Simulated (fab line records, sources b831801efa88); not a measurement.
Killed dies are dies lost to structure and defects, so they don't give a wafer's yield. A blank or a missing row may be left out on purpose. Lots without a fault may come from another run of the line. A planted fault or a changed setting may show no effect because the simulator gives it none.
Chamber matching | flow gf180mcu | GF_SAB_WET_ETCH_12 on wet_bench-03: 3 sister chambers
The step etches SiO2 in dHF, target depth 22 nm, time 440 s. 14 wafers are shown with their chamber, then 6 later ones without.

WAFERS WITH THEIR CHAMBER
wafer  | chamber | bath_heat_duty_pct (%) | temp_c (C)
L120.1 | 1       | 6.7                    | 24.93
L120.2 | 1       | 6.8                    | 25.16
L120.6 | 1       | 8.0                    | 25.08
L122.3 | 2       | 6.6                    | 24.97
L122.4 | 2       | 5.6                    | 25.14
L122.5 | 2       | 6.2                    | 25.09
L123.1 | 2       | 6.9                    | 24.93
L123.2 | 2       | 5.9                    | 25.00
L123.4 | 2       | 6.8                    | 24.95
L127.3 | 0       | 5.7                    | 24.98
L127.5 | 0       | 6.8                    | 25.00
L127.6 | 0       | 7.2                    | 25.01
L128.1 | 0       | 6.6                    | 25.00
L128.2 | 0       | 6.9                    | 25.20

SIGNATURES (means of the wafers above)
reading            | chamber 0 | chamber 1 | chamber 2 | scatter within a chamber
bath_heat_duty_pct | 6.640     | 7.167     | 6.333     | 0.579
temp_c             | 25.0380   | 25.0567   | 25.0133   | 0.0932
Rule: a wafer's distance from a chamber is the root of the sum, over the readings, of the square of ((its reading less the chamber's mean) divided by the reading's scatter). The wafer belongs to the nearest chamber; if the next one is less than 2 further off, it can't be placed. The scatter: the root of (the sum of the squares of (reading less its chamber's mean) over the shown wafers, divided by (wafers less chambers)).

WAFERS WITHOUT THEIR CHAMBER
wafer  | bath_heat_duty_pct (%) | temp_c (C)
L130.1 | 6.0                    | 24.98
L130.4 | 5.6                    | 25.09
L130.5 | 5.9                    | 25.14
L132.3 | 6.6                    | 25.13
L132.4 | 6.0                    | 25.05
L132.6 | 6.1                    | 25.04

WHICH CHAMBER EACH WENT THROUGH
wafer  | from the rows above          | in truth
L130.1 | can't be placed: 2 or 0 or 1 | 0
L130.4 | can't be placed: 2 or 0 or 1 | 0
L130.5 | can't be placed: 2 or 0 or 1 | 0
L132.3 | can't be placed: 0 or 1 or 2 | 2
L132.4 | can't be placed: 2 or 0 or 1 | 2
L132.6 | can't be placed: 2 or 0 or 1 | 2
Placed correctly: 0 of 6. Can't be placed from these rows: 6 (the true chamber is among the candidates in 6). Placed wrongly: 0.
